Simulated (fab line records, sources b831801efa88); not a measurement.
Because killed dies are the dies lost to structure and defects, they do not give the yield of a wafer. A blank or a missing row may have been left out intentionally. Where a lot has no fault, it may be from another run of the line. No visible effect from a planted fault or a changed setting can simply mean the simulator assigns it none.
fab line records	flow sky130
record: lots: 6	wafers: 18	last-day: 50
route steps=708 shown SONOS_ONO@176 GATE_OXIDE@187 POLY_GATE@204 PAD_OPEN@708
lots that met no fault: from a run of the same line without faults
start-h: hours from the record's opening day to when the first of the lot's shown wafers began	wait-h: hours from the lot's prior step to this one	" as in the row above	L1.1+2: a single row standing in for several wafers	- either no value or no given start	* or withheld: withheld	< > ~ a bound
route shown NAME@n: names a module that has steps shown in the file, with the first one's number in the route	usual: the fault-free wafers' mean and standard deviation	same: alike in all rows	chamber/n: place in a boat	sites: readings site by site	_std_site: the values' standard deviation	_edge_site: mean of outer sites minus mean of inner sites	radius-mm: how far each site lies from the wafer's centre	mask NAME#n: copy n	behind: the last tool/chamber to shape the wafer	hold: what put the lot on hold/how long, in hours/how the hold closed	device: names the non-switching transistor (n, p or np)	end of line: tests run on the same wafers once the route is complete	where a step has no rows: the recipe by itself	killed: not the wafer's yield, but the dies lost to structure and defects at the first sort	map: a wafer's dies, x killed, . not, _ none there
set.NAME: the run value of the setting; set.NAME@STEP: its run value at that earlier step	model.NAME: the simulator's own value behind a step, which no gauge read
lots seen at some steps along the route; tables by step, rows by wafer
services: from which hour (start-h, from the record's first day; less than 0 if before it) a tool's chamber was out of use, for how many hours, and why
== steps ==
step: SKY_SONOS_ONO_COAT_08
recipe: resist: NOVOLAK	spin-rpm: 3057	resist-thk-nm: 1140
step: SKY_SONOS_ONO_SOFTBAKE_09
recipe: temp-c: 90	time-s: 60	resist: NOVOLAK
step: SKY_SONOS_ONO_EXPOSE_10
recipe: mask-id: ONOM	target-cd-nm: 410	na: 0.6	source-shape: conventional	sigma-outer: 0.6	dose-mj: 150
step: SKY_SONOS_ONO_PEB_11
recipe: temp-c: withheld	time-s: *	resist: NOVOLAK
step: SKY_SONOS_ONO_DEVELOP_12
recipe: develop-time-s: 60	dev-temp-c: 23
step: SKY_SONOS_ONO_CD_MEAS_13
recipe: target-cd-nm: 410
usual: cd-nm: 408.9/2.3
lot.wafer	tool	chamber	start-h	wait-h	cd-nm
L908.3	cd-sem-02	-	319.87	0.1	406.5
L908.4	"	-	"	"	407.6
L908.5	"	-	"	"	405.9
L910.2	cd-sem-02	-	338.43	0.1	414.4
L910.3	"	-	"	"	412.4
L910.5	"	-	"	"	413.2
L919.3	cd-sem-02	-	413.95	0.1	411.7
L919.4	"	-	"	"	412.0
L919.6	"	-	"	"	411.7
L920.2	cd-sem-01	-	432.49	0.1	414.0
L920.5	"	-	"	"	412.7
L920.6	"	-	"	"	410.6
L922.3	cd-sem-01	-	437.80	0.1	411.4
L922.5	"	-	"	"	410.1
L922.6	"	-	"	"	410.7
L923.1	cd-sem-01	-	469.36	0.1	407.4
L923.5	"	-	"	"	408.6
L923.6	"	-	"	"	406.9
step: SKY_SONOS_ONO_OVL_MEAS_14
usual: SONOS_ONO_OVL: -0.9/1.4
lot.wafer	tool	chamber	start-h	wait-h	SONOS_ONO_OVL[nm]
L908.3	overlay-01	-	319.97	0.1	-0.3
L908.4	"	-	"	"	-2.3
L908.5	"	-	"	"	-1.8
L910.2	overlay-01	-	338.54	0.1	-1.9
L910.3	"	-	"	"	-1.3
L910.5	"	-	"	"	-1.1
L919.3	overlay-01	-	414.04	0.1	-1.4
L919.4	"	-	"	"	-1.5
L919.6	"	-	"	"	-1.9
L920.2	overlay-01	-	432.60	0.1	2.2
L920.5	"	-	"	"	1.0
L920.6	"	-	"	"	2.8
L922.3	overlay-01	-	437.89	0.1	-1.3
L922.5	"	-	"	"	-1.2
L922.6	"	-	"	"	-0.8
L923.1	overlay-02	-	469.48	0.1	1.3
L923.5	"	-	"	"	-0.4
L923.6	"	-	"	"	1.4
step: SKY_SONOS_ONO_ETCH_15
recipe: target-depth-nm: 19.52	chemistry: CHF3/O2	source-w: 600	bias-w: 200	pressure-mtorr: 40	chf3-flow-sccm: 50	O2_flow_sccm: 5	time-s: 7.8
usual: drypump-motor-current-A: 5.7/0.47	oes-product-au: 0.997/0.011	throttle-valve-pct: 8.824/0.0087
lot.wafer	tool	chamber	start-h	wait-h	drypump-motor-current-A	oes-product-au	rf-hours-counter-h	throttle-valve-pct
L908.3	rie-diel-01	1	319.99	0.0	5.3	1.009	8	8.825
L908.4	"	0	"	"	4.8	0.993	10	8.806
L908.5	"	3	"	"	5.5	0.998	-	8.808
L910.2	rie-diel-01	2	338.57	0.0	6.1	1.012	9	8.811
L910.3	"	3	"	"	5.5	0.992	9	8.811
L910.5	"	1	"	"	5.4	1.018	-	8.821
L919.3	rie-diel-01	3	414.07	0.0	5.6	0.977	10	8.825
L919.4	"	1	"	"	5.3	1.014	10	8.819
L919.6	"	1	"	"	5.4	1.005	-	8.822
L920.2	rie-diel-01	0	432.63	0.0	4.8	0.993	12	8.823
L920.5	"	2	"	"	6.1	1.008	-	8.814
L920.6	"	3	"	"	5.6	0.988	-	8.829
L922.3	rie-diel-02	1	437.92	0.0	6.4	0.989	28	8.812
L922.5	"	1	"	"	6.4	0.996	-	8.820
L922.6	"	3	"	"	5.8	0.991	-	8.835
L923.1	rie-diel-02	0	469.52	0.0	5.1	0.986	10	8.824
L923.5	"	1	"	"	6.4	0.996	-	8.815
L923.6	"	0	"	"	5.1	0.992	-	8.813
step: SKY_SONOS_ONO_WET_ETCH_16
recipe: chemistry: dHF	target-depth-nm: 14	dry: n2-spin	target: SiO2	dilution: 100:1	temp-c: 25	time-s: 280
step: SKY_SONOS_ONO_STRIP_17
recipe: chemistry: O2/N2	power-w: 1400	pressure-mtorr: 1500	platen-temp-c: withheld	o2-flow-sccm: 3000	n2-flow-sccm: 300	overash-fraction: 0.5
usual: drypump-motor-current-A: 5.58/0.21	n2-flow-sccm: 300.0/0.96	oes-product-au: 0.710/0.0047	strip-time-to-endpoint-s: 13.97/0.033
lot.wafer	tool	chamber	start-h	wait-h	drypump-motor-current-A	n2-flow-sccm	oes-product-au	rf-hours-counter-h	strip-time-to-endpoint-s
L908.3	plasma-asher-03	0	320.15	0.0	5.17	300.7	0.717	-	13.96
L908.4	"	1	"	"	5.68	299.3	0.705	-	13.95
L908.5	"	1	"	"	5.68	301.6	0.712	-	13.88
L910.2	plasma-asher-01	0	338.76	0.0	5.59	300.4	0.707	65	13.99
L910.3	"	1	"	"	5.84	300.0	0.712	-	14.01
L910.5	"	0	"	"	5.60	300.0	0.708	-	13.99
L919.3	plasma-asher-02	1	414.21	0.0	5.50	299.2	0.711	-	13.95
L919.4	"	0	"	"	5.62	298.3	0.708	-	13.94
L919.6	"	0	"	"	5.61	299.0	0.710	-	13.93
L920.2	plasma-asher-02	0	432.82	0.0	5.65	301.9	0.714	30	13.94
L920.5	"	1	"	"	5.50	300.9	0.701	-	14.00
L920.6	"	0	"	"	5.62	301.2	0.705	-	13.97
L922.3	plasma-asher-02	0	438.08	0.0	5.64	300.6	0.709	-	13.97
L922.5	"	1	"	"	5.49	299.9	0.717	-	13.96
L922.6	"	0	"	"	5.65	301.4	0.715	-	13.95
L923.1	plasma-asher-02	1	469.65	0.0	5.51	298.3	0.711	34	13.98
L923.5	"	1	"	"	5.50	298.9	0.703	-	13.97
L923.6	"	0	"	"	5.62	300.6	0.717	-	13.98
step: SKY_SONOS_ONO_WET_ETCH_18
recipe: chemistry: H3PO4	target-depth-nm: 15	target: Si3N4	temp-c: 160	time-s: 172
step: SKY_GATE_OXIDE_CLEAN_00
recipe: chemistry: SC1/SC2	mix: 1:4:20	temp-c: 70	time-s: 150	dry: n2-spin
step: SKY_GATE_OXIDE_OXIDATION_01
recipe: temp-c: 900	ambient: O2	stabilise-s: 600	purge-s: 300	target-thk-a: 102.68	ox-time-s: 1473
usual: spike-tc-bottom-C: 917.6/1.5	spike-tc-centre-C: 900.1/0.98	spike-tc-lower-C: 900.3/1	spike-tc-top-C: 910.7/1.6	spike-tc-upper-C: 900.2/1.1	tube-center-temp-C: 900/0.08	tube_center_temp_C_max: 902.3/0.37	zone-power-top-pct: 33.0/1.9
lot.wafer	tool	chamber	start-h	wait-h	spike-tc-bottom-C	spike-tc-centre-C	spike-tc-lower-C	spike-tc-top-C	spike-tc-upper-C	tube-center-temp-C	tube_center_temp_C_max	zone-power-top-pct	model.SiO2_of_GATE_OXIDE_OXIDATION_01.thk-nm
L908.3	furnace-02	0	324.82	4.5	919.2	900.2	899.8	909.9	900.1	900.06	902.1	33.9	10.35
L908.4	"	0	"	"	919.2	900.0	901.1	910.1	900.5	899.99	902.4	34.9	10.32
L908.5	"	0	"	"	918.5	900.0	900.4	910.7	900.9	900.02	902.8	34.4	10.2
L910.2	furnace-01	0	340.35	1.3	916.1	901.9	899.6	913.5	900.6	899.97	901.9	29.7	10.11
L910.3	"	0	"	"	915.9	900.1	900.6	911.7	900.0	899.9	902.6	30.2	10.18
L910.5	"	0	"	"	914.8	898.7	900.0	912.9	899.8	899.98	901.7	29.8	10.26
L919.3	furnace-02	0	414.38	0.0	900.0	880.8	882.9	892.5	880.0	881.12	883.2	33.0	8.317
L919.4	"	0	"	"	900.5	879.1	880.4	891.0	883.0	881.25	883.3	32.6	8.414
L919.6	"	0	"	"	901.3	881.7	880.1	892.4	881.6	881.06	883.4	33.2	8.642
L920.2	furnace-02	0	434.04	0.9	899.8	879.8	882.5	891.0	882.1	880.87	882.9	32.8	8.336
L920.5	"	0	"	"	900.5	882.6	880.6	891.5	880.0	881.09	883.2	32.8	8.331
L920.6	"	0	"	"	899.0	880.0	881.6	890.4	881.0	881.11	883.5	32.8	8.258
L922.3	furnace-01	0	438.27	0.0	915.3	899.5	900.5	913.0	899.7	899.97	901.8	29.9	10.22
L922.5	"	0	"	"	916.4	900.7	899.2	912.3	898.7	900.15	902.7	29.8	10.37
L922.6	"	0	"	"	914.8	900.5	901.0	913.5	900.8	900.03	902.2	29.7	10.29
L923.1	furnace-01	0	469.85	0.0	915.4	899.1	899.2	912.8	897.7	899.9	902.0	30.0	10.33
L923.5	"	0	"	"	914.9	899.7	900.4	912.9	898.6	900.14	903.1	30.2	10.16
L923.6	"	0	"	"	917.3	898.8	898.4	914.2	898.2	900	902.7	29.5	10.26
step: SKY_GATE_OXIDE_THK_MEAS_02
recipe: reads: SiO2_of_GATE_OXIDE_OXIDATION_01
usual: GATE_OXIDE_OXIDATION_00_THK: 10.29/0.19
lot.wafer	tool	chamber	start-h	wait-h	GATE_OXIDE_OXIDATION_00_THK[nm]
L908.3	film-metro-04	-	326.25	0.0	10.34
L908.4	"	-	"	"	10.38
L908.5	"	-	"	"	10.16
L910.2	film-metro-04	-	341.77	0.0	10.09
L910.3	"	-	"	"	10.17
L910.5	"	-	"	"	10.28
L919.3	film-metro-01	-	415.81	0.0	8.31
L919.4	"	-	"	"	8.41
L919.6	"	-	"	"	8.69
L920.2	film-metro-03	-	435.46	0.0	8.34
L920.5	"	-	"	"	8.36
L920.6	"	-	"	"	8.22
L922.3	film-metro-01	-	439.70	0.0	10.22
L922.5	"	-	"	"	10.42
L922.6	"	-	"	"	10.31
L923.1	film-metro-01	-	471.26	0.0	10.34
L923.5	"	-	"	"	10.13
L923.6	"	-	"	"	10.29
step: SKY_GATE_OXIDE_DEHYDRATE_03
recipe: temp-c: 200	time-s: 60
step: SKY_GATE_OXIDE_HMDS_04
recipe: prime-time-s: 60	prime-temp-c: 120
step: SKY_GATE_OXIDE_COAT_05
recipe: resist: NOVOLAK	spin-rpm: 3000	resist-thk-nm: 1140
step: SKY_GATE_OXIDE_SOFTBAKE_06
recipe: temp-c: 90	time-s: 60	resist: NOVOLAK
step: SKY_GATE_OXIDE_EXPOSE_07
recipe: mask-id: LVOM	na: 0.6	source-shape: conventional	sigma-outer: 0.6	polarization: unpolarized	target-cd-nm: 600	dose-mj: 170
step: SKY_GATE_OXIDE_PEB_08
recipe: temp-c: withheld	time-s: *	resist: NOVOLAK
step: SKY_GATE_OXIDE_DEVELOP_09
recipe: resist: NOVOLAK	developer: TMAH	develop-time-s: 60	dev-temp-c: 23
step: SKY_GATE_OXIDE_OVL_MEAS_10
usual: GATE_OXIDE_OVL: -1.8/1.7
lot.wafer	tool	chamber	start-h	wait-h	GATE_OXIDE_OVL[nm]
L908.3	overlay-02	-	351.66	0.1	-3.7
L908.4	"	-	"	"	-4.2
L908.5	"	-	"	"	-3.4
L910.2	overlay-01	-	368.72	0.1	-1.7
L910.3	"	-	"	"	1.8
L910.5	"	-	"	"	-1.5
L919.3	overlay-02	-	444.56	0.1	-4.6
L919.4	"	-	"	"	-2.9
L919.6	"	-	"	"	-2.2
L920.2	overlay-02	-	465.71	0.1	-2.3
L920.5	"	-	"	"	-1.0
L920.6	"	-	"	"	-2.7
L922.3	overlay-02	-	470.91	0.1	-0.7
L922.5	"	-	"	"	-0.4
L922.6	"	-	"	"	0.9
L923.1	overlay-02	-	501.48	0.1	-0.2
L923.5	"	-	"	"	-0.7
L923.6	"	-	"	"	-0.7
step: SKY_GATE_OXIDE_IMPLANT_11
recipe: species: B	energy-kev: 10	dose-cm2: 2.6e+12	tilt-deg: withheld
step: SKY_GATE_OXIDE_WET_ETCH_12
recipe: chemistry: dHF	target-depth-nm: 16.8	dry: n2-spin	target: SiO2	dilution: 100:1	temp-c: 25	time-s: 336
step: SKY_GATE_OXIDE_STRIP_13
recipe: chemistry: O2/N2	power-w: 1400	pressure-mtorr: 1500	platen-temp-c: withheld	o2-flow-sccm: 3000	n2-flow-sccm: 300	overash-fraction: 0.5
usual: drypump-motor-current-A: 5.77/0.23	n2-flow-sccm: 299.9/0.91	oes-product-au: 0.715/0.0045	strip-time-to-endpoint-s: 14.17/0.051
lot.wafer	tool	chamber	start-h	wait-h	drypump-motor-current-A	n2-flow-sccm	oes-product-au	rf-hours-counter-h	strip-time-to-endpoint-s
L908.3	plasma-asher-04	0	351.98	0.0	6.22	301.7	0.718	-	14.14
L908.4	"	1	"	"	5.79	299.0	0.716	-	14.21
L908.5	"	1	"	"	5.78	298.5	0.709	-	14.19
L910.2	plasma-asher-04	1	369.00	0.0	5.80	299.1	0.711	57	14.11
L910.3	"	0	"	"	6.21	299.6	0.709	-	14.11
L910.5	"	0	"	"	6.21	299.6	0.715	-	14.10
L919.3	plasma-asher-02	0	444.89	0.0	5.63	300.4	0.719	-	14.12
L919.4	"	1	"	"	5.51	298.4	0.721	-	14.12
L919.6	"	0	"	"	5.63	301.8	0.716	-	14.09
L920.2	plasma-asher-01	1	466.00	0.0	5.88	300.4	0.719	3	14.23
L920.5	"	1	"	"	5.91	299.5	0.714	-	14.24
L920.6	"	0	"	"	5.60	299.3	0.719	-	14.24
L922.3	plasma-asher-01	1	471.22	0.0	5.86	300.7	0.719	-	14.16
L922.5	"	0	"	"	5.59	299.7	0.713	-	14.13
L922.6	"	1	"	"	5.80	300.4	0.715	-	14.17
L923.1	plasma-asher-04	1	501.77	0.0	5.79	299.2	0.715	70	14.21
L923.5	"	1	"	"	5.79	300.7	0.719	-	14.19
L923.6	"	0	"	"	6.22	299.7	0.715	-	14.19
step: SKY_GATE_OXIDE_TW_MEAS_14
usual: GATE_OXIDE_TW: 225.7/1.7
lot.wafer	tool	chamber	start-h	wait-h	GATE_OXIDE_TW
L908.3	film-metro-01	-	352.07	0.1	228.0
L908.4	"	-	"	"	226.5
L908.5	"	-	"	"	227.1
L910.2	film-metro-01	-	369.11	0.1	226.4
L910.3	"	-	"	"	226.4
L910.5	"	-	"	"	226.5
L919.3	film-metro-04	-	444.98	0.1	224.1
L919.4	"	-	"	"	224.6
L919.6	"	-	"	"	223.7
L920.2	film-metro-03	-	466.11	0.1	225.1
L920.5	"	-	"	"	225.8
L920.6	"	-	"	"	226.4
L922.3	film-metro-04	-	471.31	0.1	222.6
L922.5	"	-	"	"	223.8
L922.6	"	-	"	"	223.0
L923.1	film-metro-03	-	501.87	0.1	225.9
L923.5	"	-	"	"	226.3
L923.6	"	-	"	"	225.3
step: SKY_GATE_OXIDE_CLEAN_15
recipe: chemistry: SC1/SC2	mix: 1:4:20	temp-c: 70	time-s: 150	dry: n2-spin
step: SKY_GATE_OXIDE_OXIDATION_16
recipe: temp-c: 800	ambient: O2	idle-temp-c: 700	ramp-up-c-per-min: 10	ramp-down-c-per-min: 3	stabilise-s: 600	purge-s: 300	target-thk-a: 35.7	ox-time-s: 1915
usual: ox-temp-c-max: 802.4/0.49	spike-tc-bottom-C: 818.6/1.5	spike-tc-centre-C: 800.3/0.97	spike-tc-lower-C: 800.2/0.89	spike-tc-top-C: 812.4/1.6	spike-tc-upper-C: 800.3/1.1	tube-center-temp-C: 800/0.075	tube_center_temp_C_max: 802.0/0.33	zone-power-top-pct: 27.6/1.4
lot.wafer	tool	chamber	start-h	wait-h	ox-temp-c-max	spike-tc-bottom-C	spike-tc-centre-C	spike-tc-lower-C	spike-tc-top-C	spike-tc-upper-C	tube-center-temp-C	tube_center_temp_C_max	zone-power-top-pct	model.SiO2_of_GATE_OXIDE_OXIDATION_01.thk-nm
L908.3	furnace-02	0	352.60	0.4	801.9	819.1	799.7	800.8	810.5	799.5	799.9	802.2	28.4	11.77
L908.4	"	0	"	"	801.9	819.2	801.7	800.6	811.8	800.9	800.01	801.9	28.5	11.71
L908.5	"	0	"	"	803.1	817.8	799.9	799.6	811.8	801.3	800.01	801.7	28.5	11.59
L910.2	furnace-02	0	369.39	0.2	802.9	819.4	800.6	800.8	813.0	800.3	799.91	801.4	28.5	11.45
L910.3	"	0	"	"	802.2	818.5	800.4	801.1	812.1	801.6	800.11	802.0	28.0	11.51
L910.5	"	0	"	"	802.4	818.0	800.4	801.2	810.7	800.6	800.05	801.9	28.7	11.58
L919.3	furnace-02	0	445.07	0.0	801.9	819.2	801.6	800.1	812.8	801.1	799.98	802.0	27.8	9.842
L919.4	"	0	"	"	802.3	820.5	799.8	800.3	811.3	800.4	800.06	802.2	28.4	9.949
L919.6	"	0	"	"	801.9	818.1	801.0	799.1	811.0	799.4	800.09	802.5	28.1	10.16
L920.2	furnace-02	0	467.43	1.2	802.3	821.6	800.8	799.2	812.5	800.9	800.05	801.9	28.6	9.859
L920.5	"	0	"	"	803.3	820.2	800.2	800.4	811.9	800.0	800.02	802.6	27.9	9.86
L920.6	"	0	"	"	801.9	821.6	798.8	799.3	813.0	800.8	799.9	801.8	28.2	9.801
L922.3	furnace-01	0	472.44	1.0	802.6	816.5	800.7	799.0	815.1	798.8	800.01	802.1	24.7	11.59
L922.5	"	0	"	"	803.0	815.8	799.9	799.0	814.1	799.3	799.92	802.3	25.0	11.72
L922.6	"	0	"	"	802.9	818.2	799.6	798.7	814.9	798.6	800.03	802.6	25.6	11.64
L923.1	furnace-01	0	501.98	0.0	802.2	814.0	800.7	799.9	813.5	800.3	800.1	801.9	24.9	11.77
L923.5	"	0	"	"	802.7	815.5	799.4	800.7	814.0	800.2	800.01	802.3	25.0	11.61
L923.6	"	0	"	"	802.1	817.1	800.9	800.7	815.1	799.4	799.95	802.4	24.7	11.68
step: SKY_POLY_GATE_CVD_00
recipe: material: poly-Si	target-thk-nm: 180	temp-c: 620	time-s: 720	pressure-mtorr: 200
step: SKY_PAD_OPEN_PROBE_99
usual: killed_at_M0_to_M3: 43/7	killed_at_M4_up: 3.3/1.8	killed-at-contacts: 24/6.2	killed-at-front-end: 16/4.7	killed-at-other: 0.4/0.58	killed-dies: 87/10	killed-open: 47/6.4	killed-short: 39/7
same: gross-dies: 492	killed-at-back-side: 0
lot.wafer	tool	chamber	start-h	wait-h	killed_at_M0_to_M3	killed_at_M4_up	killed-at-contacts	killed-at-front-end	killed-at-other	killed-dies	killed-open	killed-short	model.etest.nfet_16v.r-on-ohm-um	model.etest.pfet-g5v0d10v5.r-on-ohm-um	model.etest.tip-sonos.rs-ohm-sq	model.etest.nfet-g5v0d10v5.r-on-ohm-um	model.etest.nfet-g5v0d10v5.drive-ua-um	model.etest.nfet_05v0_nvt.drive-ua-um	model.etest.pfet-g5v0d10v5.drive-ua-um	model.etest.nfet_16v.drive-ua-um
L908.3	prober-02	-	1114.04	0.2	31	3	20	20	0	74	43	31	1.417e+04	4824	2758	1902	599.9	571.8	333.7	219.3
L908.4	prober-02	-	1114.09	0.2	50	3	20	7	0	80	48	32	1.415e+04	4835	2732	1926	596.2	571.4	339.7	218.2
L908.5	prober-02	-	1114.14	0.2	41	3	22	23	0	89	46	43	1.414e+04	4761	2735	1902	608.5	577.3	339.9	222.3
L910.2	prober-02	-	1121.83	0.1	46	6	36	19	1	108	49	59	1.385e+04	4665	2725	1829	619.6	587.4	349.6	227.8
L910.3	prober-02	-	1121.88	0.2	40	4	30	16	0	90	48	42	1.39e+04	4705	2766	1838	615.3	586.6	344.8	226.6
L910.5	prober-02	-	1121.98	0.2	31	1	23	12	0	67	42	25	1.401e+04	4773	2810	1860	611.2	581.1	339.5	226.9
L919.3	prober-01	-	1167.26	0.2	51	3	23	11	0	88	48	40	1.313e+04	4362	2310	1729	708.4	661.2	384.2	260.7
L919.4	prober-01	-	1167.31	0.2	36	5	18	23	0	82	47	35	1.315e+04	4382	2323	1749	700.7	662.4	382.3	257.9
L919.6	prober-01	-	1167.41	0.2	45	2	18	14	1	80	47	32	1.328e+04	4398	2346	1751	690.7	647.8	379.5	253.6
L920.2	prober-01	-	1181.54	0.1	44	5	19	15	1	84	47	36	1.318e+04	4406	2296	1726	704.8	659.8	387.4	259.5
L920.5	prober-01	-	1181.69	0.2	47	7	22	12	0	88	43	45	1.312e+04	4371	2318	1739	707	671.3	383	256.2
L920.6	prober-01	-	1181.74	0.2	32	5	29	23	0	89	44	45	1.316e+04	4355	2304	1726	713.7	669.4	388.8	261.9
L922.3	prober-02	-	1184.18	0.2	31	3	28	13	0	75	44	31	1.426e+04	4679	2591	1853	611.6	581.2	345.3	222
L922.5	prober-02	-	1184.28	0.2	39	2	16	22	1	80	40	40	1.421e+04	4669	2662	1880	601.5	575.3	345.3	220.1
L922.6	prober-02	-	1184.33	0.2	44	2	15	19	1	81	52	29	1.418e+04	4678	2632	1871	606.1	577	346.2	221
L923.1	prober-01	-	1197.89	0.1	44	1	33	13	0	91	47	42	1.394e+04	4756	2716	1885	596.4	574.8	338.9	223.8
L923.5	prober-01	-	1198.09	0.2	46	4	34	15	0	99	51	48	1.393e+04	4804	2673	1885	607.2	580	338.7	224.9
L923.6	prober-01	-	1198.14	0.2	50	7	29	20	0	106	53	53	1.383e+04	4740	2681	1886	604.4	578	339.4	223.8
killed by level:class
L908.3 POLY_GATE:geometric-particle:open=9 LI_CONTACT:geometric-particle:open=8 LOCAL_INTERCONNECT:geometric-particle:short=6 VIA1:geometric-particle:short=6 VIA1:geometric-particle:open=6 VIA2:geometric-particle:open=5 VIA3:geometric-particle:open=5 POLY_GATE:geometric-particle:short=4
L908.4 VIA1:geometric-particle:open=16 CONTACT:geometric-particle:open=9 METAL2:geometric-particle:short=7 VIA2:geometric-particle:open=7 LI_CONTACT:geometric-particle:open=4 METAL1:geometric-particle:short=4 VIA1:geometric-particle:short=4 VIA3:geometric-particle:open=4
L908.5 LI_CONTACT:geometric-particle:open=8 VIA3:geometric-particle:open=8 METAL1:geometric-particle:short=7 FIELD_ISO:geometric-particle:open=6 POLY_GATE:geometric-particle:short=6 CONTACT:geometric-particle:open=6 VIA1:geometric-particle:open=6 FIELD_ISO:geometric-particle:short=5
L910.2 CONTACT:geometric-particle:open=13 VIA1:geometric-particle:open=10 FIELD_ISO:geometric-particle:short=8 LOCAL_INTERCONNECT:geometric-particle:short=7 VIA1:geometric-particle:short=6 VIA3:geometric-particle:short=6 METAL4:geometric-particle:short=6 LI_CONTACT:geometric-particle:open=5
L910.3 VIA1:geometric-particle:open=12 LI_CONTACT:geometric-particle:open=10 VIA2:geometric-particle:open=6 CONTACT:geometric-particle:open=6 FIELD_ISO:geometric-particle:short=5 CONTACT:geometric-particle:short=5 METAL2:geometric-particle:short=5 METAL4:geometric-particle:short=4
L910.5 VIA1:geometric-particle:open=10 CONTACT:geometric-particle:open=8 VIA2:geometric-particle:open=7 LI_CONTACT:geometric-particle:open=6 CONTACT:geometric-particle:short=6 FIELD_ISO:geometric-particle:short=4 METAL1:geometric-particle:short=4 POLY_GATE:geometric-particle:open=3
L919.3 VIA1:geometric-particle:open=15 VIA2:geometric-particle:open=10 CONTACT:geometric-particle:short=7 CONTACT:geometric-particle:open=6 LI_CONTACT:geometric-particle:open=5 METAL1:geometric-particle:short=5 VIA1:geometric-particle:short=5 VIA3:geometric-particle:short=5
L919.4 CONTACT:geometric-particle:open=8 VIA1:geometric-particle:open=8 POLY_GATE:geometric-particle:short=7 LI_CONTACT:geometric-particle:open=6 VIA3:geometric-particle:open=6 VIA2:geometric-particle:open=5 FIELD_ISO:geometric-particle:short=4 POLY_GATE:geometric-particle:open=4
L919.6 VIA1:geometric-particle:open=12 VIA2:geometric-particle:open=10 LI_CONTACT:geometric-particle:open=8 VIA3:geometric-particle:open=5 FIELD_ISO:geometric-particle:open=4 FIELD_ISO:geometric-particle:short=4 POLY_GATE:geometric-particle:short=3 LOCAL_INTERCONNECT:geometric-particle:short=3
L920.2 CONTACT:geometric-particle:open=10 VIA3:geometric-particle:open=8 METAL1:geometric-particle:short=7 VIA1:geometric-particle:open=7 VIA2:geometric-particle:open=5 METAL3:geometric-particle:short=5 POLY_GATE:geometric-particle:open=4 LOCAL_INTERCONNECT:geometric-particle:open=4
L920.5 VIA1:geometric-particle:open=11 METAL1:geometric-particle:short=8 LOCAL_INTERCONNECT:geometric-particle:short=7 VIA3:geometric-particle:open=6 METAL4:geometric-particle:short=6 FIELD_ISO:geometric-particle:open=5 CONTACT:geometric-particle:short=5 VIA2:geometric-particle:open=5
L920.6 LOCAL_INTERCONNECT:geometric-particle:short=10 CONTACT:geometric-particle:open=7 VIA2:geometric-particle:open=7 CONTACT:geometric-particle:short=6 FIELD_ISO:geometric-particle:open=5 POLY_GATE:geometric-particle:short=5 VIA3:geometric-particle:open=5 METAL2:geometric-particle:short=5
L922.3 CONTACT:geometric-particle:open=13 VIA1:geometric-particle:open=8 VIA3:geometric-particle:open=5 LI_CONTACT:geometric-particle:open=4 VIA1:geometric-particle:short=4 FIELD_ISO:geometric-particle:short=3 FIELD_ISO:geometric-particle:open=3 POLY_GATE:geometric-particle:short=3
L922.5 VIA1:geometric-particle:open=8 POLY_GATE:geometric-particle:short=6 CONTACT:geometric-particle:open=6 FIELD_ISO:geometric-particle:open=5 VIA2:geometric-particle:open=5 POLY_GATE:geometric-particle:open=5 METAL2:geometric-particle:short=5 CONTACT:geometric-particle:short=4
L922.6 FIELD_ISO:geometric-particle:open=10 VIA3:geometric-particle:open=8 CONTACT:geometric-particle:open=7 METAL1:geometric-particle:short=6 VIA1:geometric-particle:open=6 VIA3:geometric-particle:short=6 METAL2:geometric-particle:short=5 VIA2:geometric-particle:open=4
L923.1 CONTACT:geometric-particle:open=14 VIA1:geometric-particle:open=9 VIA3:geometric-particle:open=9 METAL2:geometric-particle:short=7 LOCAL_INTERCONNECT:geometric-particle:short=6 VIA1:geometric-particle:short=6 METAL1:geometric-particle:short=5 CONTACT:geometric-particle:short=5
L923.5 VIA1:geometric-particle:open=12 VIA3:geometric-particle:open=10 CONTACT:geometric-particle:open=9 CONTACT:geometric-particle:short=8 METAL2:geometric-particle:short=8 LI_CONTACT:geometric-particle:open=7 LI_CONTACT:geometric-particle:short=5 LOCAL_INTERCONNECT:geometric-particle:short=5
L923.6 METAL2:geometric-particle:short=12 LI_CONTACT:geometric-particle:open=9 CONTACT:geometric-particle:open=9 VIA3:geometric-particle:open=9 FIELD_ISO:geometric-particle:open=6 VIA2:geometric-particle:open=5 VIA1:geometric-particle:short=5 POLY_GATE:geometric-particle:short=4
== services ==
tool	chamber	start-h	hours	kind
furnace-01	-	297.09	5.1	pm
plasma-asher-02	-	317.75	1.2	repair
plasma-asher-03	-	338.38	0.4	repair
plasma-asher-02	-	364.09	1.0	repair
plasma-asher-02	-	382.40	2.8	pm
rie-diel-01	3	382.50	5.3	repair
furnace-01	-	389.38	4.7	pm
plasma-asher-03	-	402.84	3.4	repair
rie-diel-01	2	417.03	5.7	repair
plasma-asher-01	-	421.35	9.0	pm
plasma-asher-01	0	421.35	9.0	vent-cycle
plasma-asher-01	1	421.35	9.0	vent-cycle
rie-diel-02	2	429.73	-	clean
rie-diel-02	2	429.73	17.4	scheduled-down
plasma-asher-01	0	430.35	-	clean
plasma-asher-01	1	430.35	-	clean
plasma-asher-04	-	440.78	1.6	repair
rie-diel-01	1	444.61	1.8	repair
plasma-asher-01	-	446.51	1.3	repair
rie-diel-02	-	446.61	2.8	pm
furnace-01	-	464.74	3.4	pm
rie-diel-02	3	466.97	5.4	repair
rie-diel-02	3	478.36	3.0	repair
rie-diel-02	0	497.83	5.5	repair
== key ==
first-sign: step: SKY_GATE_OXIDE_OXIDATION_01	reading: tube-center-temp-C	direction: down	sigmas: 99+	usual: *	struck: *
effect: step: SKY_GATE_OXIDE_OXIDATION_01	reading: tube_center_temp_C_max	direction: down	sigmas: 51	usual: *	struck: *
effect: step: SKY_GATE_OXIDE_THK_MEAS_02	reading: GATE_OXIDE_OXIDATION_00_THK	direction: down	sigmas: 10	usual: 10.29	struck: 8.39
model-effect: step: SKY_GATE_OXIDE_OXIDATION_01	value: SiO2_of_GATE_OXIDE_OXIDATION_01.thk-nm	without: 10.35	struck: 8.383
model-effect: step: SKY_GATE_OXIDE_OXIDATION_16	value: SiO2_of_GATE_OXIDE_OXIDATION_01.thk-nm	without: 11.72	struck: 9.911
model-effect: step: SKY_PAD_OPEN_PROBE_99	value: etest.nfet_16v.r-on-ohm-um	without: 1.424e+04	struck: 1.317e+04
met-at SKY_GATE_OXIDE_OXIDATION_01
struck-wafers L919.3,L919.4,L919.6,L920.2,L920.5,L920.6
tester-left-out L919,L920
onset-between 324.82 414.38
fault: kind: process-parameter-drift	tool: furnace-02	chamber: -	onset-h: 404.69	steps: SKY_GATE_OXIDE_OXIDATION_01	channel: temp-c	offset: *	shape: step	end-h: 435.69	acts-in: *	stated: *
tester-left-out: of these lots the tester's yield and bins aren't shown, on N5 and GAA mostly nor the transistor test; their killed dies are dies lost to structure and defects alone, not to doping, threshold or leakage, so they don't give the yield
